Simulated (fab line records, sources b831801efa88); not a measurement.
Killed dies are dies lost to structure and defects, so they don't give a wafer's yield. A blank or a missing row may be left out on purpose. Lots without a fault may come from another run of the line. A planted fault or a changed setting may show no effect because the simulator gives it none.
One fault seen from 2 desks | flow sky130 | each desk has only its own numbers; what lay behind them comes last

THE METROLOGY DESK
What the gauges read, lot by lot, whatever tool the lot ran on: means of the sampled wafers that have a number. A lot is out of limits, marked OUT, if its mean lies more than 4 standard deviations from the usual mean; the brackets give that distance.
Columns: A = FIELD_ISO_OXIDATION_01_THK at SKY_FIELD_ISO_THK_MEAS_23, usual 9.93 nm; B = VT_ADJUST_HVTP_TW at SKY_VT_ADJUST_HVTP_TW_MEAS_11, usual 1353; C = VT_ADJUST_PCH_TW at SKY_VT_ADJUST_PCH_TW_MEAS_10, usual 143.6; D = SONOS_ONO_OVL at SKY_SONOS_ONO_OVL_MEAS_14, usual 0.0 nm
lot  | first seen here | A     | B    | C               | D
L211 | day 2 21:54     | 9.27  | 1369 | 143.1           | -1.6
L212 | day 3 00:26     | 9.77  | 1338 | 144.2           | 1.0
L213 | day 3 06:08     | 9.76  | 1377 | 144.0           | -0.2
L215 | day 3 17:56     | 9.78  | 1371 | 143.3           | 1.1
L216 | day 4 00:36     | 10.00 | 1363 | 141.1           | 1.9
L219 | day 4 14:07     | 10.18 | 1345 | 144.3           | 1.6
L223 | day 5 10:11     | 9.76  | 1365 | 114.1 (-21) OUT | -0.2
L224 | day 5 13:14     | 9.80  | 1329 | 114.6 (-21) OUT | -0.8
L225 | day 5 18:32     | 9.97  | 1375 | 114.6 (-21) OUT | -1.6
L227 | day 6 06:15     | 9.85  | 1372 | 144.7           | -0.3
L229 | day 6 15:19     | 10.05 | 1339 | 144.8           | -1.4
L230 | day 6 23:23     | 10.13 | 1368 | 144.6           | 0.6
L232 | day 7 09:14     | 10.11 | 1362 | 144.3           | 0.3
This desk's finding: out of limits on L223, L224, L225; first on L223, day 15 07:32 (VT_ADJUST_PCH_TW at SKY_VT_ADJUST_PCH_TW_MEAS_10). In limits: L211, L212, L213, L215, L216, L219, L227, L229, L230, L232.

THE TOOL OWNER'S DESK: implanter-03
The tool's own readings at SKY_VT_ADJUST_PCH_IMPLANT_08: means of the sampled wafers that have a number, for each lot that ran on this tool. A lot is out of limits, marked OUT, if its mean lies more than 4 standard deviations from the usual mean; the brackets give that distance.
Columns: A = dose_ions_cm2 at SKY_VT_ADJUST_PCH_IMPLANT_08, usual 5e+11; B = faraday_current_uA at SKY_VT_ADJUST_PCH_IMPLANT_08, usual 2.82
lot  | first seen here | A                       | B
L212 | day 11 18:53    | 5e+11                   | 2.84
L215 | day 12 18:23    | 5e+11                   | 2.87
L219 | day 13 21:41    | 5e+11                   | 2.83
L223 | day 15 07:17    | 2e+11 (-99 or more) OUT | 1.12 (-32) OUT
L224 | day 15 10:25    | 2e+11 (-99 or more) OUT | 1.12 (-32) OUT
L225 | day 15 15:29    | 2e+11 (-99 or more) OUT | 1.12 (-32) OUT
This desk's finding: out of limits on L223, L224, L225; first on L223, day 15 07:17 (dose_ions_cm2 at SKY_VT_ADJUST_PCH_IMPLANT_08). In limits: L212, L215, L219.

PUT TOGETHER
The tool owner's desk could have raised an alarm at day 15 07:17, on L223, L224, L225.
The metrology desk could have raised an alarm at day 15 07:32, on L223, L224, L225.
Of the lots named, all ran SKY_VT_ADJUST_PCH_IMPLANT_08 on implanter-03.

WHAT THE SIMULATOR HAD PUT IN
Process parameter drift: implanter-03, from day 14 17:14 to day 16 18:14, at SKY_VT_ADJUST_PCH_IMPLANT_08. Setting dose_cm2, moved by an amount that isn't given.
Lots struck among those shown: L223, L224, L225.
Hours from the fault's start to each desk's first reading out of limits: the tool owner's desk, 14; the metrology desk, 14.
